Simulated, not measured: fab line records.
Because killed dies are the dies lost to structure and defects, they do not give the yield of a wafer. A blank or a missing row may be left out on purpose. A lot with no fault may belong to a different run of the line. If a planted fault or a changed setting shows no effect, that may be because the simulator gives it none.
Struck lot and sound lot, side by side / flow sfq-line / 14 out of 325 route steps
Sound: wafers L801.1, L801.3, L801.6. The struck wafers were L790.1, L790.2, L790.5. At the end, the cause is stated.
At each step with rows: each side's tool, then ch and its chambers, then its first start. Under that, the readings that differ: sound wafers / struck wafers / difference of the means / sigmas: that difference in standard deviations of wafers without a fault.
alike: words and numbers the same on both sides, and readings whose means are apart by under 2 such deviations; not compared: readings that were withheld, readings missing a value for some wafer, numbers with overlapping values and no deviation given by the record, and bounds like >300 which may hide the same value.
Wherever a step has rows on one side only, a row that says differs or no value, or a row with sigmas, the two part there. Numbers that have no deviation but don't overlap get no sigmas and don't part them. Lack of a reading on every wafer of one side parts them only where that side has two or more wafers.

first, 6 steps without rows for these wafers: SFQ_TRILAYER_M3_LITHO_COAT_080 (resist thk 62 nm); SFQ_TRILAYER_M3_LITHO_COAT_075 (resist thk 600 nm); SFQ_TRILAYER_M3_LITHO_SOFTBAKE_079; SFQ_TRILAYER_M3_LITHO_EXPOSE_076 (exposes mask M3, target cd 500 nm); SFQ_TRILAYER_M3_LITHO_PEB_078 (peb time 60 s); SFQ_TRILAYER_M3_LITHO_DEVELOP_077 (time 60 s).
SFQ_M3_OVL_MEAS_921:
  sound on overlay-01 at day 45 22:34; struck on overlay-02 at day 36 01:31
  alike: M3_OVL
SFQ_TRILAYER_M3_BARC_OPEN_METAL_ETCH_100: etches BARC in O2, target depth 125 nm, time 41.7 s.
  sound on rie-metal-01 ch 0, day 45 22:36; struck on rie-metal-04 ch 0,1, day 36 01:32
reading=drypump-motor-current-A (A); sound=6.1 6.0 6.0; struck=5.0 5.2 5.3; difference=-0.9; sigmas=-2
  alike: oes-product-au
  not compared: rf-hours-counter-h
SFQ_TRILAYER_M3_ETCH_METAL_ETCH_078: etches Nb in Cl2/Ar, stops on SiO2, target depth 240 nm, time 120 s.
  sound on rie-metal-01 ch 0, day 45 22:40; struck on rie-metal-04 ch 0,1, day 36 01:36
reading=drypump-motor-current-A (A); sound=6.1 6.1 6.1; struck=5.0 5.3 5.3; difference=-0.9; sigmas=-2
  alike: oes-product-au
  not compared: rf-hours-counter-h
SFQ_TRILAYER_M3_STRIP_STRIP_079: strips in O2.
  sound on rie-metal-01 ch 0, day 45 22:47; struck on rie-metal-04 ch 0,1, day 36 01:44
reading=drypump-motor-current-A (A); sound=6.1 6.1 6.1; struck=5.0 5.2 5.3; difference=-0.9; sigmas=-2
  alike: oes-product-au
  not compared: rf-hours-counter-h
then, 1 step without rows for these wafers: SFQ_TRILAYER_M3_STRIP_SOLV_CLEAN_080 (cleans in NMP, time 600 s).
SFQ_TRILAYER_I3_DEP_PECVD_081: deposits SiO2 from SiH4/N2O, time 111.11 s, target thk 500 nm.
  sound on pecvd-02 ch 0,1,2, day 45 23:35; struck on pecvd-03 ch 1,2, day 36 02:30
reading=heater-power-w (W); sound=119 79 81; struck=38 69 40; difference=-44; sigmas=-2
reading=rf-fwd-power-W (W); sound=181.8 182.7 182.9; struck=210.3 211.8 211.4; difference=+28.7; sigmas=+46
reading=showerhead-vpp-V (V); sound=908 837 825; struck=943 897 957; difference=+76; sigmas=+2
reading=model.SiO2_of_TRILAYER_I3_DEP_PECVD_081.thk-nm (nm); sound=500 495.3 509.8; struck=525.8 525.5 528.5; difference=+24.9; sigmas=
  alike: throttle-valve-pct
SFQ_TRILAYER_I3_CMP_CMP_082: polishes SiO2.
  sound on cmp-02 ch 0,1,2, day 45 23:40; struck on cmp-02 ch 0,1,3, day 36 14:07
reading=time-to-endpoint-s (s); sound=213 214 225; struck=236 241 240; difference=+22; sigmas=+4
  alike: motor-current-A, slurry-filter-dp-kPa
SFQ_I3_BOW_MEAS_922:
  sound on film-metro-03 at day 46 02:40; struck on film-metro-03 at day 36 17:07
  alike: I3_BOW

## WHERE THEY PART
Earliest at SFQ_TRILAYER_M3_BARC_OPEN_METAL_ETCH_100; latest, in this record, at SFQ_TRILAYER_I3_CMP_CMP_082. Later steps at which nothing parts them and some readings are alike: SFQ_I3_BOW_MEAS_922.

WHY: what had been put in by the simulator
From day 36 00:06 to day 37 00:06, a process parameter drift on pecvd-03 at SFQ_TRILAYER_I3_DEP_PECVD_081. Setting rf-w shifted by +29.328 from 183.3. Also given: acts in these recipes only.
